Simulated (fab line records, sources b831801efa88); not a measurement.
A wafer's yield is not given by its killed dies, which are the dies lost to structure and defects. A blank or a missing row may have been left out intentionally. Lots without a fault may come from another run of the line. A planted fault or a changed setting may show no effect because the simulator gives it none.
A struck lot beside a sound one -- flow gf180mcu -- 18 out of 602 route steps
Sound: the wafers L582.1, L582.2, L582.5. Struck: wafer L587.3; the same lot's L587.2 was not struck, so it is left out; see the end for the cause.
At each step with rows: each side's tool, then ch and its chambers, then its first start. Under that, the readings that differ: sound wafers -- struck wafers -- difference of the means -- sigmas: that difference in standard deviations of wafers without a fault.
alike: same words and numbers on both sides, and readings whose means sit less than 2 such deviations apart. not compared: any withheld reading, any reading some wafer has no value for, any bound like >300 that may hide the same value, and any number with overlapping values for which the record gives no deviation.
The two part at a step that has a row with sigmas, a row that says differs or no value, or rows on one side only. Numbers that don't overlap but have no deviation are shown without sigmas and don't part them. A reading that every wafer of one side lacks parts them only if that side has two wafers or more.

first, 3 steps without rows for these wafers: GF_V2_EXPOSE_11 (exposes mask Via2, target cd 260 nm); GF_V2_PEB_12 (peb time 90 s); GF_V2_DEVELOP_13 (develop time 60 s).
GF_V2_CD_MEAS_14: the cd target is 260 nm.
  sound: cd-sem-02 at day 22 08:02; struck: cd-sem-02 at day 24 05:29
  alike: cd-nm
GF_V2_OVL_MEAS_15:
  sound: overlay-01 at day 22 08:09; struck: overlay-02 at day 24 05:35
  alike: V2_OVL
GF_V2_ETCH_16: etches BARC in N2/H2.
  sound on rie-diel-02 ch 0,1, day 22 08:11; struck on rie-diel-03 ch 2, day 24 05:37
  alike: drypump-motor-current-A, oes-product-au, throttle-valve-pct
GF_V2_ETCH_17: etches SiO2 in C4F8/O2/Ar, stops on TiN, target depth 630 nm.
  sound on rie-diel-02 ch 0,1; struck on rie-diel-03 ch 2
  alike: oes-product-au
then, 3 steps without rows for these wafers: GF_V2_STRIP_18 (strips in O2/N2); GF_V2_STRIP_19 (strips in post etch residue remover, time 1200 s); GF_V2_CLEAN_20 (cleans in DIW).
GF_V2_SPUTTER_21: material Ti, target thk 15 nm, time 80.02 s.
  sound: pvd-sputter-03 at day 22 08:51; struck: pvd-sputter-02 at day 24 06:19
  alike: substrate-temp-c, throttle-valve-pct
GF_V2_SPUTTER_22: material TiN, target thk 10 nm, time 40 s.
  sound: pvd-sputter-03 at day 22 08:55; struck: pvd-sputter-02 at day 24 06:22
  alike: throttle-valve-pct
GF_V2_CVD_23: deposits W, target thk 350 nm, time 104.94 s.
  sound on cvd-w-01 ch 0,1, day 22 08:57; struck on cvd-w-01 ch 1, day 24 06:25
reading,sound,struck,difference,sigmas
model.W_of_V2_CVD_23.thk-nm (nm),344.3 338.2 343.1,473.8,+131.9,
  alike: chamber-pressure-Torr, heater-power-w
GF_V2_RS_MEAS_24: the measuring method here is four-point-probe.
  sound: film-metro-02 at day 22 09:04; struck: film-metro-01 at day 24 06:32
reading,sound,struck,difference,sigmas
V2_W_RS (ohm/sq),0.332 0.338 0.333,0.241,-0.093,-20
GF_V2_THK_MEAS_25: measures by xrf.
  sound: film-metro-02 at day 22 09:11; struck: film-metro-01 at day 24 06:39
reading,sound,struck,difference,sigmas
V2_W_THK (nm),348 345 348,482,+135,+25
GF_V2_CMP_26: polishes, stops on SiO2, t overpolish 15 s, target thk 0 nm.
  sound on cmp-01 ch 0,1,2, day 22 09:17; struck on cmp-01 ch 1, day 24 06:45
reading,sound,struck,difference,sigmas
time-to-endpoint-s (s),78 78 85,117,+37,+9
  alike: head-pressure-psi, motor-current-A, slurry-filter-dp-kPa
GF_M3_SPUTTER_00: material Ti, target thk 37.5 nm, time 150 s.
  sound: pvd-sputter-01 at day 22 09:32; struck: pvd-sputter-03 at day 24 07:00
  alike: substrate-temp-c, throttle-valve-pct
next, for these wafers, 1 step has no rows: GF_PASSIVATION_PROBE_99.

== WHERE THEY PART ==
At GF_V2_RS_MEAS_24 first; at GF_V2_CMP_26 last (within this record only). Later steps at which nothing parts them and some readings are alike: GF_M3_SPUTTER_00.

WHY: whatever the simulator had introduced
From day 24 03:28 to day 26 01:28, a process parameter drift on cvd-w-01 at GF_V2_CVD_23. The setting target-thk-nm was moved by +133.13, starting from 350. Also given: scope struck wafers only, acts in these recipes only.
